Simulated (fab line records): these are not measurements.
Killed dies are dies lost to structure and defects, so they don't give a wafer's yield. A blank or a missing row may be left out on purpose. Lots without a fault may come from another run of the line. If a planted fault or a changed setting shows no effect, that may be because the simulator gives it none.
Comparing a struck lot with a sound one | flow sky130 | 15 steps out of a route of 708
Sound: the wafers L473.4, L473.5, L473.6. Wafers L477.2, L477.4, L477.6 were the ones struck. The cause comes at the end.
For every step that has rows: the tool of each side, followed by ch and its chambers, followed by its first start. Under that, the readings that differ: sound wafers | struck wafers | difference of the means | sigmas: that difference in standard deviations of wafers without a fault.
alike: readings whose means differ by less than 2 such deviations, and words and numbers that are the same on both sides. not compared: withheld readings, readings that some wafer has no value for, bounds like >300 that may hide the same value, and numbers for which the record gives no deviation and whose values overlap.
A row with sigmas, a row that says differs or no value, or rows on one side alone: a step with any of these is where the two part. Non-overlapping numbers with no deviation appear without sigmas and do not part them. Lack of a reading on every wafer of one side parts them only where that side has two or more wafers.

SKY_NWELL_TW_MEAS_15:
  sound on film-metro-03, day 8 12:53; struck on film-metro-03, day 9 08:12
  alike: NWELL_TW
then, 7 steps without rows for these wafers: SKY_NWELL_DEHYDRATE_16 (time 60 s); SKY_NWELL_HMDS_17 (prime time 60 s); SKY_NWELL_COAT_18 (resist thk 3000 nm); SKY_NWELL_SOFTBAKE_19; SKY_NWELL_EXPOSE_20 (exposes mask NWM COMPLEMENT, target cd 840 nm); SKY_NWELL_PEB_21; SKY_NWELL_DEVELOP_22 (develop time 60 s).
SKY_NWELL_OVL_MEAS_23:
  sound on overlay-02, day 9 08:23; struck on overlay-01, day 10 05:14
  alike: NWELL_01_OVL
following that, these wafers have no rows for 1 step: SKY_NWELL_IMPLANT_24.
SKY_NWELL_STRIP_25: strips in O2/N2.
  sound on plasma-asher-03 ch 0,1, day 9 08:35; struck on plasma-asher-03 ch 0,1, day 10 05:25
  alike: drypump-motor-current-A, oes-product-au, strip-time-to-endpoint-s
  not compared: rf-hours-counter-h
SKY_NWELL_TW_MEAS_26:
  sound on film-metro-03, day 9 08:41; struck on film-metro-01, day 10 05:31
  alike: NWELL_2_TW
SKY_NWELL_CLEAN_27: cleans in SC1/SC2, time 150 s.
  sound on wet-bench-03 ch 2, day 9 08:43; struck on wet-bench-02 ch 2, day 10 05:34
  reading          | sound       | struck      | difference | sigmas
  run-length-s (s) | 184 184 184 | 113 113 113 | -71        | -19
SKY_NWELL_RTA_28: time 30 s.
  sound on rtp-anneal-02 ch 0, day 9 08:52; struck on rtp-anneal-02 ch 0, day 10 05:38
  alike: lamp-power-pct, wafer_temp_C_max
SKY_PAD_OPEN_PROBE_99:
  sound wafers here have rows in the record (prober-01, day 49 16:28); struck ones have none

## WHERE THEY PART
Earliest at SKY_NWELL_CLEAN_27; latest, in this record, at SKY_PAD_OPEN_PROBE_99.

WHY: what had been put in by the simulator
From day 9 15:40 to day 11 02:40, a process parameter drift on wet-bench-02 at SKY_NWELL_CLEAN_27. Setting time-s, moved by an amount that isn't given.
